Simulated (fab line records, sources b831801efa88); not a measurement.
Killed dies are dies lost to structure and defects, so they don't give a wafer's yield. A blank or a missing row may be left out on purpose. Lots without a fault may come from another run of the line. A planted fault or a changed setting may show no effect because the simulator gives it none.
Problem report in the 8D (eight disciplines) form, filled by code | flow sky130 | the parts of the form that need people (team, actions taken, sign-off) are left out

1. THE PROBLEM
NWELL_OXIDATION_THK at SKY_NWELL_THK_MEAS_02 reads a mean of 12.04 nm on 6 wafers of 2 lots; wafers without a fault read 9.92 nm with a standard deviation of 0.2. That is +11 standard deviations from the usual mean.
First seen on wafer L410.2, day 4 11:39, on film_metro-01. The record holds 42 wafers of 14 lots with a number at this step. Rule for "out", or "out of limits": more than 4 standard deviations from the usual mean. The other wafers with a number count as sound.

2. WHAT IT IS AND WHAT IT IS NOT
question                    | is                           | is not
which readings at this step | NWELL_OXIDATION_THK          | -
which lots                  | L410, L411                   | L401, L402, L403, L404, L406, L409, L412, L415, L417, L419, L420, L422
which wafers of those lots  | all that have a number       | -
read on which gauges        | film_metro-01, film_metro-04 | film_metro-03
when                        | from day 4 11:39             | up to then (18 sound wafers); but 18 sound wafers of L412, L415, L417, L419, L420, L422 came after

3. SUSPECTS, AND WHAT RULES EACH OUT
Counting: a tool at a process step up to the reading stays a suspect if it ran every lot that is out and no sound lot after the first of them.
- the gauge at SKY_NWELL_THK_MEAS_02: ruled out. The wafers that are out were read on 2 gauges (film_metro-01, film_metro-04).
- furnace-02 at SKY_NWELL_OXIDATION_01 (stabilise 600 s, purge 300 s, target thk 10 nm): kept. It ran every lot that is out, first L410 (day 4 10:14), and no sound lot after that; its last sound lot up to then is L409 (day 4 05:56). Its own readings are out on those wafers: spike_tc_bottom_C, spike_tc_centre_C, spike_tc_lower_C, spike_tc_top_C, spike_tc_upper_C, tube_center_temp_C, tube_center_temp_C_max.
Left after counting: furnace-02 at SKY_NWELL_OXIDATION_01.

4. THE CAUSE (what the simulator had put in)
Process parameter drift: furnace-02, from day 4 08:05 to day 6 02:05, at SKY_NWELL_OXIDATION_01. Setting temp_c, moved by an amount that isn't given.
Counting left only this tool.

5. THE CHAIN OF EFFECTS, in route order
Each row: a reading whose mean over the struck wafers that have a number lies more than 3 standard deviations from the usual. Only readings for which the record gives a usual standard deviation are gone through. hours: the time from each lot's start at the first step in this table that gives one to its start at this step, as a median over the lots. sigmas: the change in usual standard deviations.
hours | step                   | reading                | usual    | on struck wafers | change | sigmas
0     | SKY_NWELL_OXIDATION_01 | spike_tc_bottom_C      | 916.0 C  | 935.8            | +19.8  | +20
0     | SKY_NWELL_OXIDATION_01 | spike_tc_centre_C      | 900.1 C  | 919.4            | +19.3  | +18
0     | SKY_NWELL_OXIDATION_01 | spike_tc_lower_C       | 900.4 C  | 918.3            | +17.9  | +13
0     | SKY_NWELL_OXIDATION_01 | spike_tc_top_C         | 913.1 C  | 931.3            | +18.2  | +13
0     | SKY_NWELL_OXIDATION_01 | spike_tc_upper_C       | 899.8 C  | 919.5            | +19.7  | +20
0     | SKY_NWELL_OXIDATION_01 | tube_center_temp_C     | 899.99 C | 918.78           | +18.79 | +99 or more
0     | SKY_NWELL_OXIDATION_01 | tube_center_temp_C_max | 902.3    | 921.2            | +18.9  | +48
1     | SKY_NWELL_THK_MEAS_02  | NWELL_OXIDATION_THK    | 9.92 nm  | 12.04            | +2.12  | +11
The process steps in it:
- SKY_NWELL_OXIDATION_01: stabilise 600 s, purge 300 s, target thk 10 nm.

6. WHAT WOULD HAVE CAUGHT IT SOONER
In this record the first reading out of limits at a measuring or inspecting step was taken at day 4 11:39, 4 hours after the fault began at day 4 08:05.
The tool's own readings at SKY_NWELL_OXIDATION_01 were out on every struck wafer that the step has a row for (spike_tc_bottom_C, spike_tc_centre_C, spike_tc_lower_C, spike_tc_top_C, spike_tc_upper_C, tube_center_temp_C, tube_center_temp_C_max): an alarm limit on them would have fired on the first of those.
Of the lots that are out (2), L411 began SKY_NWELL_OXIDATION_01 on furnace-02 after day 4 11:39. A hold on the tool at that time would have spared it.
